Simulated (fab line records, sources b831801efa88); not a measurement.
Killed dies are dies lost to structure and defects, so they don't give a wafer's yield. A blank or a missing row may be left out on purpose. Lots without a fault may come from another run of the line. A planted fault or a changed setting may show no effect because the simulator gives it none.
Which tool did it? | flow gf180mcu | 11 lots, 33 wafers sampled, at 4 steps of a route of 602

WHAT THE GAUGES READ, wafer by wafer
GF_V4_RS_MEAS_24: measures by four-point-probe.
lot  | measured     | on            | V4_W_RS (ohm/sq)
L893 | day 25 00:17 | film_metro-04 | 0.329 0.330 0.328
L894 | day 25 09:42 | film_metro-04 | 0.332 0.331 0.330
L895 | day 25 20:08 | film_metro-04 | 0.329 0.331 0.332
L897 | day 26 13:20 | film_metro-03 | 0.328 0.327 0.330
L898 | day 27 00:07 | film_metro-03 | 0.327 0.326 0.324
L903 | day 28 11:10 | film_metro-03 | 0.331 0.332 0.328
L904 | day 28 20:10 | film_metro-03 | 0.183 0.334 0.327
L905 | day 28 22:01 | film_metro-02 | 0.184 0.330 0.186
L906 | day 29 06:26 | film_metro-03 | 0.324 0.325 0.332
L907 | day 29 12:35 | film_metro-02 | 0.328 0.184 0.185
L915 | day 31 16:35 | film_metro-03 | 0.327 0.328 0.324

WHICH TOOL RAN EACH LOT (tool, then ch and the chambers of the sampled wafers, then the start)
lot  | GF_M2_SPUTTER_00             | GF_M2_SPUTTER_02             | GF_V4_CVD_23
L893 | pvd_sputter-01, day 18 17:05 | pvd_sputter-01, day 18 17:13 | cvd_w-02 ch 0,1, day 25 00:09
L894 | pvd_sputter-03, day 19 03:32 | pvd_sputter-03, day 19 03:40 | cvd_w-02 ch 0,1, day 25 09:34
L895 | pvd_sputter-01, day 19 16:44 | pvd_sputter-01, day 19 16:52 | cvd_w-01 ch 0,1, day 25 20:01
L897 | pvd_sputter-04, day 20 10:47 | pvd_sputter-04, day 20 11:03 | cvd_w-02 ch 0,1, day 26 13:14
L898 | pvd_sputter-03, day 21 03:05 | pvd_sputter-03, day 21 03:13 | cvd_w-02 ch 0,1, day 26 23:59
L903 | pvd_sputter-01, day 22 16:10 | pvd_sputter-01, day 22 16:17 | cvd_w-02 ch 0,1, day 28 11:03
L904 | pvd_sputter-04, day 23 03:55 | pvd_sputter-04, day 23 04:04 | cvd_w-02 ch 0,1, day 28 20:02
L905 | pvd_sputter-01, day 23 06:04 | pvd_sputter-01, day 23 06:11 | cvd_w-02 ch 0,1, day 28 21:53
L906 | pvd_sputter-01, day 23 15:04 | pvd_sputter-01, day 23 15:11 | cvd_w-01 ch 0,1, day 29 06:20
L907 | pvd_sputter-01, day 23 23:01 | pvd_sputter-01, day 23 23:09 | cvd_w-02 ch 1, day 29 12:29
L915 | pvd_sputter-03, day 26 13:08 | pvd_sputter-03, day 26 13:16 | cvd_w-01 ch 0,1, day 31 16:29
- GF_M2_SPUTTER_00: material Ti, target thk 37.5 nm, time 150 s.
- GF_M2_SPUTTER_02: material AlCu, target thk 450 nm, time 23.9 s.
- GF_V4_CVD_23: deposits W, target thk 350 nm, time 104.9 s.

THE ANSWER, worked out from the rows above alone
Rule: what is usual is taken from the lots themselves. Put in order of their means at a reading, lots are off if they are a third of the lots or fewer, leave a main group of 4 or more, and stand apart from it by a gap of 3 or more times the standard deviation of the main group's means; of several such gaps the widest counts. A main group whose means are all the same, to the digits that the tables above print for the reading, isn't used. A lot without any number at a reading at which 4 lots or more have one is off too. The other lots that the step has rows for count as sound.
Off: L904, L905, L907, at GF_V4_RS_MEAS_24 (V4_W_RS). The main group: mean 0.329 ohm/sq, standard deviation 0.0019.
A tool fits if, at a process step before that reading, it ran every lot that is off, and no sound lot after the first of them. The gauges at GF_V4_RS_MEAS_24 are tried like those tools. One fits: cvd_w-02 at GF_V4_CVD_23. Its last sound lot is L903 (day 28 11:03), its first lot that is off L904 (day 28 20:02): a fault that began between those two fits.

WHAT THE SIMULATOR HAD PUT IN
Process parameter drift: cvd_w-02, from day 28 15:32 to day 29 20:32, at GF_V4_CVD_23. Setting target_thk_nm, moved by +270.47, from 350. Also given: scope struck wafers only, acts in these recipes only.
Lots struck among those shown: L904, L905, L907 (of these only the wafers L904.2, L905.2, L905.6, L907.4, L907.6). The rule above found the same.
